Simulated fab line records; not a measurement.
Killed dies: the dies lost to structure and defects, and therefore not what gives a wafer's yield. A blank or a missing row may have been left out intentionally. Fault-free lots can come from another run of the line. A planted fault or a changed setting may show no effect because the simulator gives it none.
Which tool is to blame? ; flow gf180mcu ; Sampling: 14 lots, 42 wafers, 4 of 602 route steps

## WHAT THE GAUGES READ, wafer by wafer
GF_CONTACT_THK_MEAS_03. Usual: for CONTACT_CVD_02_THK the level is 861 nm and the standard deviation is 11.
lot;measured;on;CONTACT_CVD_02_THK (nm);flag
L567;day 15 09:30;film metro-03;840 858 861;
L568;day 15 14:55;film metro-01;875 868 863;
L569;day 15 19:47;film metro-01;865 869 879;
L570;day 16 01:52;film metro-01;847 853 857;
L571;day 16 13:10;film metro-01;844 857 861;
L572;day 16 23:02;film metro-01;858 842 859;
L574;day 17 17:53;film metro-03;869 867 879;
L577;day 18 17:58;film metro-04;844 863 863;
L578;day 19 03:42;film metro-04;854 869 867;
L582;day 20 14:36;film metro-04;854 848 862;
L586;day 22 00:25;film metro-03;839 843 861;
L587;day 22 10:18;film metro-03;854 876 883;
L588;day 22 18:05;film metro-04;853 853 862;
L590;day 23 06:48;film metro-04;848 863 867;

GF_M1_RS_MEAS_05: a four-point-probe measurement. Usual: for M1_ALCU_RS the level is 0.0697 ohm/sq and the standard deviation is 0.00085.
lot;measured;on;M1_ALCU_RS (ohm/sq);flag
L567;day 16 08:55;film metro-01;0.0696 0.0687 0.0697;
L568;day 16 14:26;film metro-01;0.0682 0.0677 0.0677;
L569;day 16 20:01;film metro-04;0.0695 0.0692 0.0695;
L570;day 17 02:20;film metro-04;0.0688 0.0694 0.0691;
L571;day 17 14:59;film metro-01;0.0700 0.0696 0.0696;
L572;day 18 00:29;film metro-02;0.0691 0.0697 0.0694;
L574;day 18 20:07;film metro-02;0.0706 0.0703 0.0706;
L577;day 19 21:04;film metro-02;0.0698 0.0700 0.0694;
L578;day 20 06:27;film metro-04;0.0691 0.0697 0.0691;
L582;day 21 16:58;film metro-02;0.0698 0.0698 0.0689;
L586;day 23 02:30;film metro-04;0.0694 0.0693 0.0691;
L587;day 23 10:41;film metro-02;0.0707 0.0711 0.0703;
L588;day 23 19:11;film metro-02;0.0702 0.0703 0.0707;
L590;day 24 07:08;film metro-01;0.0706 0.0701 0.0701;

GF_V1_THK_MEAS_01. Usual: for V1_CVD_00_THK the level is 594 nm and the standard deviation is 5.3.
lot;measured;on;V1_CVD_00_THK (nm);flag
L567;day 17 08:59;film metro-02;591 588 589;
L568;day 17 14:49;film metro-04;599 599 587;
L569;day 17 20:05;film metro-02;603 598 601;
L570;day 18 03:25;film metro-03;591 593 595;
L571;day 18 15:32;film metro-02;598 589 591;
L572;day 19 01:47;film metro-04;592 599 598;
L574;day 19 21:26;film metro-04;579 591 586;
L577;day 20 22:16;film metro-02;595 597 594;
L578;day 21 07:55;film metro-04;589 591 586;
L582;day 22 17:38;film metro-02;591 602 596;
L586;day 24 02:58;film metro-04;598 601 598;
L587;day 24 09:58;film metro-03;597 590 594;
L588;day 24 18:31;film metro-02;586 590 591;
L590;day 25 20:56;film metro-02;595 592 596;

## WHAT TOOL EACH LOT RAN ON (gives the tool, then ch and the chambers of the sampled wafers, and finally the start)
lot;GF_M1_PEB_12
L567;litho track-03 ch 0, day 17 07:22
L568;litho track-03 ch 0, day 17 13:29
L569;litho track-02 ch 0, day 17 18:52
L570;litho track-01 ch 0, day 18 01:29
L571;litho track-01 ch 0, day 18 14:17
L572;litho track-02 ch 0, day 19 00:23
L574;litho track-01 ch 0, day 19 20:13
L577;litho track-03 ch 0, day 20 21:01
L578;litho track-03 ch 0, day 21 06:23
L582;litho track-03 ch 0, day 22 16:26
L586;litho track-03 ch 0, day 24 01:34
L587;litho track-03 ch 0, day 24 08:38
L588;litho track-02 ch 0, day 24 17:17
L590;litho track-02 ch 0, day 25 05:14
- GF_M1_PEB_12: peb time 90 s.

## WHAT THE TOOLS THEMSELVES READ (means of the sampled wafers that have a number; where no wafer has one, the mark that the record gives instead)
GF_M1_PEB_12. Usual: chill plate temp C 23.01 C, standard deviation 0.11; heater power total W 85.69 W, standard deviation 0.09.
lot;tool;chill plate temp C (C);heater power total W (W);flag
L567;litho track-03;22.95;85.68;
L568;litho track-03;23.14;85.77;
L569;litho track-02;23.05;85.78;
L570;litho track-01;22.97;85.62;
L571;litho track-01;22.96;85.72;
L572;litho track-02;23.12;85.68;
L574;litho track-01;22.94;85.78;
L577;litho track-03;22.90;85.69;
L578;litho track-03;23.28;85.72;
L582;litho track-03;23.06;85.67;
L586;litho track-03;23.09;88.81;OFF
L587;litho track-03;23.13;88.95;OFF
L588;litho track-02;22.97;85.59;
L590;litho track-02;23.09;85.63;

## THE ANSWER, worked out from the rows above alone
Rule: lot off if the mean of its wafers having a number is beyond 3 standard deviations from the usual mean. A lot without any number at a reading at which 4 lots or more have one is off too. All remaining lots with rows at the step are treated as sound. After the gauges, taken in route order, come the tools' own readings; for these a lot's mean is taken, as printed above. At the first step where some lot is off, the reading lying furthest off is the one used; lots without a number count as furthest.
Off, at GF_M1_PEB_12 on heater power total W: L586, L587.
A tool fits if, at that step or a process step before it, it ran every lot that is off, and no sound lot after the first of them. One fits: GF_M1_PEB_12 on litho track-03. A fault onset in the window from L582 (day 22 16:26, its last sound lot) to L586 (day 24 01:34, its first lot off) fits.
The tool's own readings at GF_M1_PEB_12 bear it out: on the lots that are off they differ by more than 5 times the standard deviation of the sound lots' means. heater power total W reads 88.88 W there against 85.69 W on the sound lots.

## WHAT WAS PUT IN BY THE SIMULATOR
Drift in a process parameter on litho track-03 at GF_M1_PEB_12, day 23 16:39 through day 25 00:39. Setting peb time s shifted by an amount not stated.
Shown lots that were struck: L586, L587. The rule given above showed the same thing.
